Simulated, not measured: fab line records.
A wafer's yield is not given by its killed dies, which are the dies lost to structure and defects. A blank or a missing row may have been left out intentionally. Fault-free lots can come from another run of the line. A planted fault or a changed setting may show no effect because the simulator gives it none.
fab line records | flow sky130
record: lots: 11 | wafers: 33 | last_day: 50
route steps=708 shown FIELD_ISO@14 PWDE@47 PAD_OPEN@708
lots untouched by any fault: they come from a run of this same line in which no faults occurred
start_h: hours from the record's opening day to when the first of the lot's shown wafers began | wait_h: hours elapsed since this lot's preceding step | " the same as in the row above | L1.1+2: several wafers, shown together as one row | - no value, or no start was given | * or withheld: withheld | < > ~ a bound
route shown NAME@n: a module of which the file shows steps, and the number in the route of the first | usual: mean/standard deviation of fault-free wafers | same: alike in all rows | chamber/n: place in a boat | sites: per-site readings | _std_site: how widely they spread, as a standard deviation | _edge_site: outer sites' mean less inner sites' | radius_mm: for every site, how far away it sits from the centre of the wafer | mask NAME#n: copy n | behind: the last tool/chamber to shape the wafer | hold: what put the lot on hold/how long, in hours/how the hold closed | device: names the non-switching transistor (n, p or np) | end of line: at the end of the route, the tests of the same wafers | a step given without rows: its recipe and nothing more | killed: at the first sort, the dies lost to defects and structure; wafer yield is something else | map: a wafer's dies, marking killed ones x, the rest . and places with no die _
set.NAME: the run value of the setting; set.NAME@STEP: its run value at that earlier step | model.NAME: the simulator's own value behind a step, which no gauge read
route steps across a sampled set of lots; one table per step, one row per wafer
services: the hour from which a tool's chamber was out of use, counted from the record's first day as start_h (under 0 if before that day), plus the number of hours and why
== steps ==
step: SKY_FIELD_ISO_CD_MEAS_13
recipe: target_cd_nm: 150
usual: cd_nm: 150.4/1.7
lot.wafer | tool      | chamber | start_h | wait_h | cd_nm
L511.1    | cd_sem-02 | -       | 28.27   | -      | 147.6
L511.2    | "         | -       | "       | "      | 147.2
L511.3    | "         | -       | "       | "      | 148.7
L512.1    | cd_sem-02 | -       | 31.37   | -      | 151.0
L512.4    | "         | -       | "       | "      | 150.1
L512.5    | "         | -       | "       | "      | 149.1
L513.4    | cd_sem-01 | -       | 38.63   | -      | 149.0
L513.5    | "         | -       | "       | "      | 148.8
L513.6    | "         | -       | "       | "      | 148.4
L514.1    | cd_sem-01 | -       | 45.62   | -      | 150.1
L514.4    | "         | -       | "       | "      | 148.3
L514.5    | "         | -       | "       | "      | 147.6
L516.1    | cd_sem-02 | -       | 56.92   | -      | 150.3
L516.3    | "         | -       | "       | "      | 150.7
L516.4    | "         | -       | "       | "      | 151.2
L523.1    | cd_sem-02 | -       | 92.00   | -      | 151.4
L523.3    | "         | -       | "       | "      | 150.9
L523.6    | "         | -       | "       | "      | 148.7
L527.1    | cd_sem-02 | -       | 112.95  | -      | 152.6
L527.3    | "         | -       | "       | "      | 152.3
L527.6    | "         | -       | "       | "      | 153.2
L528.1    | cd_sem-02 | -       | 116.37  | -      | 150.9
L528.3    | "         | -       | "       | "      | 149.9
L528.4    | "         | -       | "       | "      | 148.5
L529.1    | cd_sem-01 | -       | 123.37  | -      | 150.1
L529.2    | "         | -       | "       | "      | 150.3
L529.6    | "         | -       | "       | "      | 150.0
L533.2    | cd_sem-01 | -       | 143.79  | -      | 150.2
L533.3    | "         | -       | "       | "      | 150.6
L533.4    | "         | -       | "       | "      | 151.1
L534.2    | cd_sem-01 | -       | 148.57  | -      | 153.3
L534.4    | "         | -       | "       | "      | 151.2
L534.6    | "         | -       | "       | "      | 152.8
step: SKY_FIELD_ISO_ETCH_14
recipe: chemistry: N2/H2 | target: BARC | ion_energy_ev: 200 | source_w: 500 | bias_w: 100 | pressure_mtorr: 30 | n2_flow_sccm: 100 | h2_flow_sccm: 200 | stop_on: SiO2 | time_s: 45.9 | target_depth_a: 600
usual: drypump_motor_current_A: 5.8/0.36 | oes_product_au: 0.855/0.0048 | rf_fwd_power_W: 494.6/2.3 | throttle_valve_pct: 13.226/0.01
lot.wafer | tool        | chamber | start_h | wait_h | drypump_motor_current_A | oes_product_au | rf_fwd_power_W | rf_hours_counter_h | throttle_valve_pct
L511.1    | rie_diel-02 | 0       | 28.39   | 0.1    | 6.2                     | 0.851          | 493.3          | 143                | 13.218
L511.2    | "           | 3       | "       | "      | 5.7                     | 0.854          | 497.2          | 166                | 13.225
L511.3    | "           | 2       | "       | "      | 6.1                     | 0.845          | 493.1          | 34                 | 13.230
L512.1    | rie_diel-03 | 3       | 31.49   | 0.1    | 5.3                     | 0.850          | 497.3          | 1                  | 13.232
L512.4    | "           | 0       | "       | "      | 5.8                     | 0.850          | 497.9          | 106                | 13.221
L512.5    | "           | 1       | "       | "      | 5.6                     | 0.851          | 493.1          | -                  | 13.218
L513.4    | rie_diel-02 | 0       | 38.69   | 0.0    | 6.2                     | 0.861          | 495.3          | 143                | 13.245
L513.5    | "           | 3       | "       | "      | 5.7                     | 0.855          | 496.2          | -                  | 13.212
L513.6    | "           | 2       | "       | "      | 6.1                     | 0.853          | 492.8          | -                  | 13.240
L514.1    | rie_diel-02 | 1       | 45.74   | 0.1    | 5.2                     | 0.861          | 493.6          | 82                 | 13.230
L514.4    | "           | 0       | "       | "      | 6.2                     | 0.859          | 492.2          | 144                | 13.227
L514.5    | "           | 1       | "       | "      | 5.2                     | 0.853          | 494.4          | -                  | 13.217
L516.1    | rie_diel-04 | 3       | 57.04   | 0.1    | 5.8                     | 0.855          | 498.7          | 6                  | 13.211
L516.3    | "           | 1       | "       | "      | 6.0                     | 0.864          | 495.1          | 7                  | 13.239
L516.4    | "           | 2       | "       | "      | 6.4                     | 0.856          | 492.1          | 81                 | 13.229
L523.1    | rie_diel-03 | 0       | 92.12   | 0.1    | 5.7                     | 0.865          | 497.0          | 107                | 13.221
L523.3    | "           | 3       | "       | "      | 5.3                     | 0.855          | 497.0          | 2                  | 13.220
L523.6    | "           | 1       | "       | "      | 5.5                     | 0.855          | 493.5          | -                  | 13.216
L527.1    | rie_diel-04 | 2       | 113.07  | 0.1    | 6.4                     | 0.857          | 494.7          | 82                 | 13.238
L527.3    | "           | 1       | "       | "      | 5.9                     | 0.855          | 496.6          | 8                  | 13.232
L527.6    | "           | 2       | "       | "      | 6.4                     | 0.861          | 493.9          | -                  | 13.229
L528.1    | rie_diel-04 | 0       | 116.49  | 0.1    | 5.9                     | 0.860          | 493.6          | 13                 | 13.225
L528.3    | "           | 2       | "       | "      | 6.4                     | 0.855          | 491.8          | 82                 | 13.238
L528.4    | "           | 1       | "       | "      | 6.0                     | 0.861          | 492.5          | 8                  | 13.235
L529.1    | rie_diel-02 | 2       | 123.49  | 0.1    | 6.2                     | 0.856          | 492.8          | 36                 | 13.227
L529.2    | "           | 3       | "       | "      | 5.6                     | 0.859          | 498.5          | 0                  | 13.212
L529.6    | "           | 0       | "       | "      | 6.2                     | 0.861          | 493.9          | -                  | 13.217
L533.2    | rie_diel-03 | 1       | 143.89  | 0.1    | 5.5                     | 0.855          | 493.8          | 25                 | 13.207
L533.3    | "           | 2       | "       | "      | 5.3                     | 0.846          | 498.1          | 142                | 13.240
L533.4    | "           | 3       | "       | "      | 5.3                     | 0.859          | 498.9          | 2                  | 13.233
L534.2    | rie_diel-03 | 3       | 148.67  | 0.1    | 5.3                     | 0.847          | 497.4          | 2                  | 13.228
L534.4    | "           | 1       | "       | "      | 5.6                     | 0.854          | 495.4          | 25                 | 13.238
L534.6    | "           | 0       | "       | "      | 5.8                     | 0.854          | 499.6          | -                  | 13.229
step: SKY_FIELD_ISO_ETCH_17
recipe: target_depth_a: 3420 | mask_material: Si3N4 | chemistry: HBr/Cl2/O2 | target: Si | taper_deg: 5 | icp_w: 600 | bias_w: 150 | pressure_mtorr: 15 | HBr_flow_sccm: 150 | Cl2_flow_sccm: 40 | O2_flow_sccm: 6 | time_s: 97.7
usual: drypump_motor_current_A: 5.7/0.49 | he_backside_leak_sccm: 2.8/0.35 | oes_product_au: 0.996/0.013 | rf_fwd_power_W: 595.3/2.1 | throttle_valve_pct: 25.659/0.012
lot.wafer | tool      | chamber | start_h | wait_h | drypump_motor_current_A | he_backside_leak_sccm | oes_product_au | rf_fwd_power_W | rf_hours_counter_h | throttle_valve_pct
L511.1    | rie_si-01 | 2       | 28.59   | 0.1    | 6.1                     | 2.7                   | 1.009          | 594.0          | 3                  | 25.638
L511.2    | "         | 1       | "       | "      | 5.7                     | 2.9                   | 1.001          | 594.7          | 3                  | 25.653
L511.3    | "         | 0       | "       | "      | 6.0                     | 3.0                   | 0.988          | 594.2          | 124                | 25.659
L512.1    | rie_si-02 | 3       | 31.69   | 0.1    | 6.1                     | 2.5                   | 1.015          | 597.0          | 53                 | 25.637
L512.4    | "         | 2       | "       | "      | 5.7                     | 6.0                   | 1.003          | 595.5          | 122                | 25.670
L512.5    | "         | 0       | "       | "      | 5.4                     | 2.5                   | 1.018          | 595.1          | -                  | 25.633
L513.4    | rie_si-01 | 3       | 38.89   | 0.0    | 4.7                     | 3.0                   | 0.988          | 596.9          | 90                 | 25.657
L513.5    | "         | 0       | "       | "      | 6.0                     | 3.0                   | 0.979          | 595.9          | -                  | 25.661
L513.6    | "         | 3       | "       | "      | 4.7                     | 3.0                   | 0.982          | 596.6          | -                  | 25.663
L514.1    | rie_si-02 | 1       | 45.94   | 0.1    | 6.1                     | 2.6                   | 1.008          | 598.2          | 3                  | 25.663
L514.4    | "         | 0       | "       | "      | 5.4                     | 2.6                   | 1.016          | 592.2          | 26                 | 25.647
L514.5    | "         | 3       | "       | "      | 6.1                     | 2.3                   | 1.013          | 596.2          | -                  | 25.660
L516.1    | rie_si-01 | 3       | 57.24   | 0.1    | 4.7                     | 2.9                   | 0.981          | 599.0          | 90                 | 25.688
L516.3    | "         | 1       | "       | "      | 5.7                     | 2.7                   | 1.002          | 591.6          | 3                  | 25.672
L516.4    | "         | 0       | "       | "      | 6.0                     | 3.0                   | 0.978          | 598.3          | 124                | 25.682
L523.1    | rie_si-01 | 0       | 92.32   | 0.1    | 6.0                     | 2.9                   | 0.966          | 594.6          | 125                | 25.676
L523.3    | "         | 3       | "       | "      | 4.7                     | 2.9                   | 0.987          | 595.7          | 90                 | 25.650
L523.6    | "         | 0       | "       | "      | 6.0                     | 2.9                   | 0.981          | 595.3          | -                  | 25.679
L527.1    | rie_si-01 | 3       | 113.27  | 0.1    | 4.7                     | 3.0                   | 0.988          | 592.3          | 91                 | 25.659
L527.3    | "         | 2       | "       | "      | 6.2                     | 2.5                   | 1.000          | 597.4          | 3                  | 25.657
L527.6    | "         | 0       | "       | "      | 6.0                     | 3.0                   | 0.984          | 596.3          | -                  | 25.663
L528.1    | rie_si-02 | 1       | 116.69  | 0.1    | 6.1                     | 2.6                   | 1.004          | 593.8          | 3                  | 25.656
L528.3    | "         | 2       | "       | "      | 5.6                     | 3.0                   | 0.995          | 592.3          | 123                | 25.668
L528.4    | "         | 3       | "       | "      | 6.2                     | 2.2                   | 1.004          | 600.4          | 54                 | 25.653
L529.1    | rie_si-01 | 3       | 123.69  | 0.1    | 4.7                     | 2.9                   | 0.981          | 591.2          | 91                 | 25.675
L529.2    | "         | 2       | "       | "      | 6.1                     | 2.8                   | 1.004          | 592.4          | 3                  | 25.643
L529.6    | "         | 2       | "       | "      | 6.2                     | 2.7                   | 1.004          | 591.5          | -                  | 25.645
L533.2    | rie_si-01 | 2       | 144.09  | 0.1    | 6.1                     | 2.7                   | 1.000          | 593.8          | 4                  | 25.653
L533.3    | "         | 3       | "       | "      | 4.7                     | 2.8                   | 0.989          | 594.8          | 91                 | 25.666
L533.4    | "         | 1       | "       | "      | 5.7                     | 3.0                   | 0.992          | 591.4          | 3                  | 25.675
L534.2    | rie_si-02 | 0       | 148.87  | 0.1    | 5.4                     | 2.4                   | 1.015          | 595.5          | 27                 | 25.652
L534.4    | "         | 3       | "       | "      | 6.1                     | 2.5                   | 1.007          | 596.1          | 54                 | 25.653
L534.6    | "         | 2       | "       | "      | 5.6                     | 3.1                   | 1.002          | 594.0          | -                  | 25.643
step: SKY_PWDE_COAT_02
recipe: spin_rpm: 2000 | resist_thk_nm: 3000
lot.wafer  | tool           | chamber | start_h | wait_h
L511.1+2+3 | litho_track-04 | 0       | 64.80   | 0.1
L512.1+4+5 | litho_track-02 | 0       | 66.17   | 0.1
L513.4+5+6 | litho_track-02 | 0       | 70.80   | 0.1
L514.1+4+5 | litho_track-02 | 0       | 77.82   | 0.1
L516.1+3+4 | litho_track-02 | 0       | 88.17   | 0.1
L523.1+3+6 | litho_track-04 | 0       | 125.20  | 0.1
L527.1+3+6 | litho_track-02 | 0       | 148.77  | 0.1
L528.1+3+4 | litho_track-02 | 0       | 153.27  | 0.1
L529.1+2+6 | litho_track-01 | 0       | 160.35  | 0.1
L533.2+3+4 | litho_track-04 | 0       | 180.42  | 0.1
L534.2+4+6 | litho_track-04 | 0       | 186.57  | 0.1
step: SKY_PWDE_STRIP_09
recipe: chemistry: O2/N2 | power_w: 1400 | pressure_mtorr: 1500 | platen_temp_c: withheld | o2_flow_sccm: 3000 | n2_flow_sccm: 300 | overash_fraction: 0.5
usual: drypump_motor_current_A: 5.7/0.37 | oes_product_au: 0.721/0.0049 | strip_time_to_endpoint_s: 37.02/0.11
lot.wafer | tool            | chamber | start_h | wait_h | drypump_motor_current_A | oes_product_au | rf_hours_counter_h | strip_time_to_endpoint_s
L511.1    | plasma_asher-04 | 1       | 74.14   | 0.1    | 5.0                     | 0.722          | 39                 | 36.85
L511.2    | "               | 0       | "       | "      | 5.7                     | 0.711          | 39                 | 36.88
L511.3    | "               | 0       | "       | "      | 5.7                     | 0.722          | -                  | 36.79
L512.1    | plasma_asher-02 | 1       | 75.66   | 0.1    | 5.7                     | 0.719          | 24                 | 37.12
L512.4    | "               | 0       | "       | "      | 6.0                     | 0.719          | -                  | 37.08
L512.5    | "               | 0       | "       | "      | 6.1                     | 0.724          | -                  | 37.14
L513.4    | plasma_asher-02 | 0       | 80.04   | 0.1    | 6.0                     | 0.716          | -                  | 37.10
L513.5    | "               | 1       | "       | "      | 5.7                     | 0.722          | -                  | 37.04
L513.6    | "               | 0       | "       | "      | 6.1                     | 0.718          | -                  | 37.18
L514.1    | plasma_asher-04 | 0       | 86.81   | 0.1    | 5.7                     | 0.603          | 40                 | 8.90
L514.4    | "               | 0       | "       | "      | 5.7                     | 0.598          | -                  | 8.92
L514.5    | "               | 1       | "       | "      | 5.1                     | 0.605          | -                  | 8.92
L516.1    | plasma_asher-02 | 0       | 97.49   | 0.1    | 6.0                     | 0.602          | 26                 | 8.92
L516.3    | "               | 1       | "       | "      | 5.7                     | 0.594          | -                  | 8.91
L516.4    | "               | 0       | "       | "      | 6.0                     | 0.601          | -                  | 8.92
L523.1    | plasma_asher-04 | 0       | 135.46  | 0.1    | 5.7                     | 0.720          | 46                 | 37.08
L523.3    | "               | 0       | "       | "      | 5.7                     | 0.723          | -                  | 37.12
L523.6    | "               | 1       | "       | "      | 5.1                     | 0.720          | -                  | 37.14
L527.1    | plasma_asher-02 | 0       | 159.13  | 0.1    | 6.0                     | 0.719          | 31                 | 37.03
L527.3    | "               | 1       | "       | "      | 5.7                     | 0.729          | -                  | 37.03
L527.6    | "               | 1       | "       | "      | 5.7                     | 0.725          | -                  | 37.07
L528.1    | plasma_asher-02 | 0       | 163.68  | 0.1    | 6.1                     | 0.719          | 32                 | 37.17
L528.3    | "               | 1       | "       | "      | 5.7                     | 0.715          | -                  | 37.23
L528.4    | "               | 0       | "       | "      | 6.1                     | 0.733          | -                  | 37.24
L529.1    | plasma_asher-02 | 1       | 170.43  | 0.1    | 5.7                     | 0.724          | 32                 | 36.94
L529.2    | "               | 0       | "       | "      | 6.1                     | 0.722          | 32                 | 36.91
L529.6    | "               | 1       | "       | "      | 5.7                     | 0.724          | -                  | 36.95
L533.2    | plasma_asher-03 | 0       | 191.38  | 0.1    | 6.0                     | 0.721          | 51                 | 37.01
L533.3    | "               | 1       | "       | "      | 5.9                     | 0.722          | -                  | 37.11
L533.4    | "               | 0       | "       | "      | 6.0                     | 0.719          | -                  | 37.10
L534.2    | plasma_asher-04 | 0       | 197.88  | 0.1    | 5.8                     | 0.722          | 52                 | 37.13
L534.4    | "               | 1       | "       | "      | 5.0                     | 0.725          | -                  | 37.09
L534.6    | "               | 0       | "       | "      | 5.8                     | 0.726          | -                  | 37.20
step: SKY_PAD_OPEN_PROBE_99
usual: killed_at_M0_to_M3: 41/6.2 | killed_at_M4_up: 3.0/1.7 | killed_at_contacts: 25/5.8 | killed_at_front_end: 16/4.5 | killed_at_other: 0.2/0.42 | killed_dies: 85/8.4 | killed_on_rim: 17/4.1 | killed_open: 46/5.9 | killed_short: 39/6.3
same: gross_dies: 492 | killed_at_back_side: 0
lot.wafer | tool      | chamber | start_h | wait_h | killed_at_M0_to_M3 | killed_at_M4_up | killed_at_contacts | killed_at_front_end | killed_at_other | killed_dies | killed_on_rim | killed_open | killed_short
L512.1    | prober-01 | -       | 1088.66 | 0.1    | 39                 | 4               | 24                 | 12                  | 1               | 80          | 16            | 55          | 25
L512.4    | prober-01 | -       | 1088.81 | 0.2    | 36                 | 5               | 28                 | 7                   | 0               | 76          | 18            | 35          | 41
L512.5    | prober-01 | -       | 1088.86 | 0.2    | 28                 | 6               | 26                 | 13                  | 0               | 73          | 12            | 35          | 38
L514.1    | prober-01 | -       | 1102.48 | 0.1    | 35                 | 7               | 40                 | 409                 | 1               | 492         | 96            | 54          | 36
L514.4    | prober-01 | -       | 1102.63 | 0.2    | 36                 | 1               | 24                 | 431                 | 0               | 492         | 96            | 42          | 32
L514.5    | prober-01 | -       | 1102.68 | 0.2    | 37                 | 4               | 35                 | 416                 | 0               | 492         | 96            | 56          | 33
L516.1    | prober-01 | -       | 1111.30 | 0.1    | 39                 | 3               | 37                 | 413                 | 0               | 492         | 96            | 42          | 46
L516.3    | prober-01 | -       | 1111.40 | 0.2    | 47                 | 1               | 33                 | 411                 | 0               | 492         | 96            | 47          | 54
L516.4    | prober-01 | -       | 1111.45 | 0.2    | 54                 | 2               | 23                 | 413                 | 0               | 492         | 96            | 48          | 51
L527.1    | prober-02 | -       | 1172.06 | 0.1    | 42                 | 1               | 17                 | 14                  | 0               | 74          | 11            | 38          | 36
L527.3    | prober-02 | -       | 1172.16 | 0.2    | 37                 | 0               | 28                 | 15                  | 0               | 80          | 20            | 41          | 39
L527.6    | prober-02 | -       | 1172.31 | 0.2    | 40                 | 3               | 27                 | 10                  | 0               | 80          | 14            | 47          | 33
L528.1    | prober-01 | -       | 1177.33 | 0.1    | 48                 | 3               | 30                 | 16                  | 0               | 97          | 21            | 49          | 48
L528.3    | prober-01 | -       | 1177.43 | 0.2    | 49                 | 3               | 28                 | 18                  | 0               | 98          | 18            | 50          | 47
L528.4    | prober-01 | -       | 1177.48 | 0.2    | 46                 | 2               | 32                 | 11                  | 0               | 91          | 18            | 48          | 43
L529.1    | prober-02 | -       | 1181.61 | 0.1    | 49                 | 2               | 22                 | 17                  | 0               | 90          | 14            | 44          | 46
L529.2    | prober-02 | -       | 1181.66 | 0.1    | 36                 | 3               | 21                 | 21                  | 0               | 81          | 19            | 40          | 41
L529.6    | prober-02 | -       | 1181.86 | 0.2    | 33                 | 3               | 18                 | 24                  | 0               | 78          | 16            | 42          | 36
killed by level:class
L512.1 VIA1:geometric_particle:open=16 CONTACT:geometric_particle:open=11 VIA2:geometric_particle:open=5 FIELD_ISO:geometric_particle:open=3 POLY_GATE:geometric_particle:open=3 LI_CONTACT:geometric_particle:open=3 LOCAL_INTERCONNECT:geometric_particle:short=3 LOCAL_INTERCONNECT:geometric_particle:open=3
L512.4 CONTACT:geometric_particle:open=11 VIA2:geometric_particle:open=9 CONTACT:geometric_particle:short=8 VIA1:geometric_particle:open=7 METAL2:geometric_particle:short=6 VIA2:geometric_particle:short=5 LOCAL_INTERCONNECT:geometric_particle:short=4 LI_CONTACT:geometric_particle:short=3
L512.5 CONTACT:geometric_particle:open=11 CONTACT:geometric_particle:short=5 LI_CONTACT:geometric_particle:open=4 LOCAL_INTERCONNECT:geometric_particle:short=4 VIA1:geometric_particle:short=4 VIA3:geometric_particle:short=4 VIA1:geometric_particle:open=4 FIELD_ISO:geometric_particle:short=3
L514.1 PWDE:area_expose=402 CONTACT:geometric_particle:open=13 LI_CONTACT:geometric_particle:open=10 VIA1:geometric_particle:open=10 VIA2:geometric_particle:open=9 CONTACT:geometric_particle:short=7 LOCAL_INTERCONNECT:geometric_particle:short=6 FIELD_ISO:geometric_particle:short=4
L514.4 PWDE:area_expose=418 VIA1:geometric_particle:open=9 CONTACT:geometric_particle:open=8 LI_CONTACT:geometric_particle:open=6 METAL1:geometric_particle:short=6 LOCAL_INTERCONNECT:geometric_particle:short=5 VIA3:geometric_particle:open=5 METAL3:geometric_particle:short=4
L514.5 PWDE:area_expose=403 CONTACT:geometric_particle:open=12 LI_CONTACT:geometric_particle:open=10 VIA3:geometric_particle:open=10 CONTACT:geometric_particle:short=7 METAL1:geometric_particle:short=6 FIELD_ISO:geometric_particle:open=5 VIA1:geometric_particle:open=5
L516.1 PWDE:area_expose=404 CONTACT:geometric_particle:open=15 LOCAL_INTERCONNECT:geometric_particle:short=8 VIA3:geometric_particle:open=8 LI_CONTACT:geometric_particle:short=6 VIA1:geometric_particle:open=5 METAL2:geometric_particle:short=5 POLY_GATE:geometric_particle:short=4
L516.3 PWDE:area_expose=391 CONTACT:geometric_particle:open=15 METAL1:geometric_particle:short=9 LI_CONTACT:geometric_particle:open=8 METAL2:geometric_particle:short=6 LOCAL_INTERCONNECT:geometric_particle:short=6 VIA1:geometric_particle:open=6 VIA3:geometric_particle:short=6
L516.4 PWDE:area_expose=393 CONTACT:geometric_particle:open=9 VIA3:geometric_particle:open=9 VIA1:geometric_particle:open=8 METAL1:geometric_particle:short=8 FIELD_ISO:geometric_particle:open=7 VIA1:geometric_particle:short=6 METAL2:geometric_particle:short=6
L527.1 VIA1:geometric_particle:open=12 METAL1:geometric_particle:short=5 VIA3:geometric_particle:open=5 LI_CONTACT:geometric_particle:open=4 CONTACT:geometric_particle:open=4 CONTACT:geometric_particle:short=4 VIA1:geometric_particle:short=4 FIELD_ISO:geometric_particle:short=3
L527.3 VIA1:geometric_particle:open=10 LI_CONTACT:geometric_particle:open=8 LI_CONTACT:geometric_particle:short=7 METAL1:geometric_particle:short=7 LOCAL_INTERCONNECT:geometric_particle:short=5 VIA2:geometric_particle:open=5 POLY_GATE:geometric_particle:open=4 CONTACT:geometric_particle:open=4
L527.6 VIA1:geometric_particle:open=11 VIA2:geometric_particle:open=9 CONTACT:geometric_particle:open=7 LI_CONTACT:geometric_particle:open=7 LI_CONTACT:geometric_particle:short=5 LOCAL_INTERCONNECT:geometric_particle:short=5 VIA3:geometric_particle:open=5 METAL2:geometric_particle:short=4
L528.1 CONTACT:geometric_particle:short=10 VIA2:geometric_particle:open=9 VIA3:geometric_particle:open=8 VIA3:geometric_particle:short=8 CONTACT:geometric_particle:open=7 VIA1:geometric_particle:open=7 VIA1:geometric_particle:short=5 LI_CONTACT:geometric_particle:short=5
L528.3 CONTACT:geometric_particle:open=11 METAL2:geometric_particle:short=9 LI_CONTACT:geometric_particle:open=8 VIA3:geometric_particle:open=7 VIA3:geometric_particle:short=6 METAL1:geometric_particle:short=6 METAL3:geometric_particle:short=5 CONTACT:geometric_particle:short=5
L528.4 CONTACT:geometric_particle:open=12 CONTACT:geometric_particle:short=9 METAL1:geometric_particle:short=9 VIA3:geometric_particle:open=8 VIA2:geometric_particle:open=7 METAL2:geometric_particle:short=6 VIA1:geometric_particle:open=6 FIELD_ISO:geometric_particle:short=5
L529.1 CONTACT:geometric_particle:open=12 VIA1:geometric_particle:open=10 METAL3:geometric_particle:short=8 METAL1:geometric_particle:short=7 METAL2:geometric_particle:short=6 FIELD_ISO:geometric_particle:open=5 POLY_GATE:geometric_particle:short=5 LI_CONTACT:geometric_particle:open=4
L529.2 VIA1:geometric_particle:open=8 CONTACT:geometric_particle:open=8 METAL1:geometric_particle:short=7 FIELD_ISO:geometric_particle:short=6 POLY_GATE:geometric_particle:short=5 VIA2:geometric_particle:open=5 LI_CONTACT:geometric_particle:open=4 LOCAL_INTERCONNECT:geometric_particle:short=4
L529.6 METAL2:geometric_particle:short=8 VIA1:geometric_particle:open=7 FIELD_ISO:geometric_particle:open=6 POLY_GATE:geometric_particle:open=6 CONTACT:geometric_particle:short=6 FIELD_ISO:geometric_particle:short=5 VIA3:geometric_particle:open=5 CONTACT:geometric_particle:open=5
== services ==
tool            | chamber | start_h | hours | kind
plasma_asher-02 | -       | 4.44    | 5.8   | repair
plasma_asher-02 | -       | 13.10   | 9.4   | repair
rie_diel-04     | 1       | 21.43   | 5.7   | repair
rie_diel-04     | -       | 32.10   | 0.5   | repair
litho_track-02  | -       | 43.04   | -     | consumable_replace:filter
rie_diel-02     | 3       | 84.47   | -     | clean
rie_diel-02     | 3       | 84.47   | 18.3  | scheduled_down
rie_diel-02     | 3       | 84.47   | 18.3  | vent_cycle
plasma_asher-03 | -       | 97.22   | 9.6   | repair
rie_si-02       | -       | 108.60  | 0.1   | repair
rie_diel-04     | -       | 121.40  | 4.3   | pm
rie_diel-02     | 3       | 124.67  | 9.1   | repair
rie_diel-02     | 1       | 126.58  | 9.6   | repair
rie_diel-03     | -       | 128.96  | 0.5   | repair
plasma_asher-02 | -       | 137.41  | 11.5  | repair
rie_si-02       | -       | 151.69  | 2.8   | pm
rie_diel-04     | 2       | 166.00  | 3.4   | repair
plasma_asher-04 | -       | 176.56  | 2.9   | repair
rie_si-01       | 0       | 192.43  | -     | clean
rie_si-01       | 0       | 192.43  | 17.1  | scheduled_down
rie_si-01       | 0       | 192.43  | 17.1  | vent_cycle
rie_si-02       | 2       | 197.60  | -     | clean
rie_si-02       | 2       | 197.60  | 13.5  | scheduled_down
rie_si-02       | 2       | 197.60  | 13.5  | vent_cycle
== key ==
first_sign: step: SKY_PWDE_STRIP_09 | reading: strip_time_to_endpoint_s | direction: down | sigmas: 99+ | usual: * | struck: *
effect: step: SKY_PWDE_STRIP_09 | reading: oes_product_au | direction: down | sigmas: 24 | usual: 0.721 | struck: 0.601
effect: step: SKY_PAD_OPEN_PROBE_99 | reading: killed_at_front_end | direction: up | sigmas: 89 | usual: 16 | struck: 416
more_kills_born_at: SKY_PWDE_EXPOSE_04@iline_stepper-01: 2411
met_at SKY_PWDE_COAT_02
struck_lots L514,L516
tester_left_out L514,L516
not_acting_at SKY_FIELD_ISO_CD_MEAS_13,SKY_FIELD_ISO_ETCH_14,SKY_FIELD_ISO_ETCH_17
onset_between 70.80 77.82
fault: kind: process_parameter_drift | tool: litho_track-02 | chamber: - | onset_h: 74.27 | steps: SKY_PWDE_COAT_02 | channel: resist_thk_nm | offset: -2360.8 | shape: step | end_h: 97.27 | acts_in: these_recipes_only | stated: 3000
tester_left_out: of these lots the tester's yield and bins aren't shown, on N5 and GAA mostly nor the transistor test; their killed dies are dies lost to structure and defects alone, not to doping, threshold or leakage, so they don't give the yield
